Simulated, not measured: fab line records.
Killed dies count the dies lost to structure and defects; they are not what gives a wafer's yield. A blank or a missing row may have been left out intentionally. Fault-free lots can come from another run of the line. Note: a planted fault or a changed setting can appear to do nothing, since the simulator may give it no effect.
The tool behind it: which one? ; flow sky130 ; 42 wafers from 14 lots sampled at 5 of the route's 708 steps

WHAT THE GAUGES SHOWED, per wafer
SKY_POLY_GATE_THK_MEAS_04. Usual: POLY_GATE_CVD_03_THK 75.5 nm, standard deviation 0.65.
lot;measured;on;POLY_GATE_CVD_03_THK (nm);flag
L358;day 15 03:12;film_metro-04;76.2 75.8 76.5;
L359;day 15 10:58;film_metro-03;75.3 75.1 74.9;
L362;day 17 06:23;film_metro-01;75.1 74.9 75.1;
L363;day 17 06:23;film_metro-04;74.9 75.6 75.1;
L366;day 20 00:55;film_metro-03;75.1 75.1 74.7;
L364;day 20 00:59;film_metro-04;76.1 75.5 75.6;
L365;day 20 00:59;film_metro-03;75.6 75.5 76.0;
L368;day 20 01:00;film_metro-01;75.6 75.7 75.6;
L370;day 20 01:02;film_metro-04;74.9 75.6 75.2;
L367;day 20 01:02;film_metro-03;75.8 75.5 75.2;
L369;day 20 01:04;film_metro-01;76.3 75.8 75.8;
L375;day 21 07:42;film_metro-01;76.3 75.8 76.2;
L378;day 22 03:26;film_metro-03;75.9 75.9 76.3;
L380;day 24 02:20;film_metro-03;74.2 73.5 74.0;

SKY_LDD_P_TW_MEAS_11. Usual: LDD_P_TW 632, standard deviation 3.8.
lot;measured;on;LDD_P_TW;flag
L358;day 19 00:41;film_metro-04;627 628 629;
L359;day 19 05:25;film_metro-04;627 631 627;
L362;day 21 01:31;film_metro-02;638 635 636;
L363;day 21 01:23;film_metro-01;628 633 634;
L366;day 24 00:04;film_metro-04;629 633 631;
L364;day 24 00:29;film_metro-04;631 632 631;
L365;day 24 01:26;film_metro-01;627 627 626;
L368;day 24 00:59;film_metro-02;635 639 635;
L370;day 24 01:55;film_metro-04;632 634 633;
L367;day 24 03:02;film_metro-02;636 636 639;
L369;day 24 01:38;film_metro-01;631 630 630;
L375;day 25 04:13;film_metro-04;634 631 626;
L378;day 25 23:11;film_metro-01;629 629 628;
L380;day 27 21:32;film_metro-01;631 629 637;

SKY_LDD_HVP_OVL_MEAS_07. Usual: LDD_HVP_OVL -1.4 nm, standard deviation 1.4.
lot;measured;on;LDD_HVP_OVL (nm);flag
L358;day 21 11:22;overlay-02;-1.3 1.0 0.3;
L359;day 21 15:57;overlay-02;-1.8 -3.6 -1.4;
L362;day 23 14:16;overlay-01;-1.3 0.1 -0.8;
L363;day 23 13:45;overlay-01;-2.7 -2.4 -1.4;
L366;day 26 10:49;overlay-02;-1.9 0.8 -0.3;
L364;day 26 11:00;overlay-01;-3.0 -2.8 -2.5;
L365;day 26 12:33;overlay-02;-0.8 -0.7 -0.9;
L368;day 26 11:19;overlay-01;-2.1 -2.1 -3.2;
L370;day 26 13:13;overlay-02;0.0 -1.1 0.5;
L367;day 26 13:48;overlay-01;-1.9 -1.2 -1.5;
L369;day 26 13:13;overlay-01;-3.2 -1.0 -1.5;
L375;day 27 13:45;overlay-01;-1.8 -2.3 -1.8;
L378;day 28 08:07;overlay-01;-2.9 -4.1 -3.8;
L380;day 30 05:46;overlay-02;-1.9 -2.0 -0.3;

SKY_LDD_HVP_TW_MEAS_10. Usual: LDD_HVP_TW 456, standard deviation 3.4.
lot;measured;on;LDD_HVP_TW;flag
L358;day 21 11:40;film_metro-04;453 453 452;
L359;day 21 16:14;film_metro-03;460 461 459;
L362;day 23 14:33;film_metro-03;458 459 460;
L363;day 23 14:02;film_metro-04;454 456 456;
L366;day 26 11:06;film_metro-02;460 459 456;
L364;day 26 11:17;film_metro-02;459 458 459;
L365;day 26 12:50;film_metro-04;456 455 453;
L368;day 26 11:37;film_metro-02;458 460 458;
L370;day 26 13:30;film_metro-04;30 30 30;OFF
L367;day 26 14:05;film_metro-04;453 453 454;
L369;day 26 13:31;film_metro-03;30 30 30;OFF
L375;day 27 14:02;film_metro-02;457 459 459;
L378;day 28 08:25;film_metro-04;454 452 453;
L380;day 30 06:03;film_metro-02;462 461 462;

TOOL THAT RAN EACH LOT (tool first, then ch and the chambers of the sampled wafers, then the start)
lot;SKY_LDD_HVP_IMPLANT_08
L358;implanter-01 ch 0, day 21 11:26
L359;implanter-01 ch 0, day 21 15:59
L362;implanter-04 ch 0, day 23 14:18
L363;implanter-02 ch 0, day 23 13:47
L366;implanter-01 ch 0, day 26 10:51
L364;implanter-04 ch 0, day 26 11:02
L365;implanter-01 ch 0, day 26 12:35
L368;implanter-02 ch 0, day 26 11:23
L370;implanter-01, day 26 13:15
L367;implanter-04 ch 0, day 26 13:50
L369;implanter-04, day 26 13:17
L375;implanter-01 ch 0, day 27 13:47
L378;implanter-04 ch 0, day 28 08:10
L380;implanter-04 ch 0, day 30 05:48
- SKY_LDD_HVP_IMPLANT_08

WHAT THE TOOLS THEMSELVES READ (means of the sampled wafers that have a number; where no wafer has one, the mark that the record gives instead)
SKY_LDD_HVP_IMPLANT_08. Usual: beam_energy_keV 19.999, standard deviation 0.0062; beam_on_s 10.03 s, standard deviation 0.21.
lot;tool;beam_energy_keV;beam_on_s (s);flag
L358;implanter-01;19.997;10.06;
L359;implanter-01;20.000;10.14;
L362;implanter-04;20.000;10.11;
L363;implanter-02;20.000;9.86;
L366;implanter-01;19.996;10.21;
L364;implanter-04;19.994;9.91;
L365;implanter-01;19.999;9.99;
L368;implanter-02;19.992;10.21;
L370;implanter-01;-;-;OFF
L367;implanter-04;19.999;9.84;
L369;implanter-04;-;-;OFF
L375;implanter-01;19.998;9.96;
L378;implanter-04;20.007;9.95;
L380;implanter-04;19.997;10.02;

THE ANSWER, worked out from the rows above alone
Rule: a lot is off if the mean of its wafers that have a number lies more than 3 standard deviations from the usual mean. A lot without any number at a reading at which 4 lots or more have one is off too. All remaining lots with rows at the step are treated as sound. First the gauges in route order, then the tools' own readings, where a lot's mean is used as printed above. At the first step where some lot is off, the reading lying furthest off is the one used; lots without a number count as furthest.
Off: at SKY_LDD_HVP_TW_MEAS_10 (LDD_HVP_TW), L370, L369.
If a tool, at a process step before that reading, ran all the lots that are off and no sound lot after the first of them, it fits. The gauges at SKY_LDD_HVP_TW_MEAS_10 aren't tried: what is off there is off at SKY_LDD_HVP_IMPLANT_08 too, on other tools, and a gauge's error can't cause that. No candidate that was tried fits.

WHAT THE SIMULATOR PUT IN
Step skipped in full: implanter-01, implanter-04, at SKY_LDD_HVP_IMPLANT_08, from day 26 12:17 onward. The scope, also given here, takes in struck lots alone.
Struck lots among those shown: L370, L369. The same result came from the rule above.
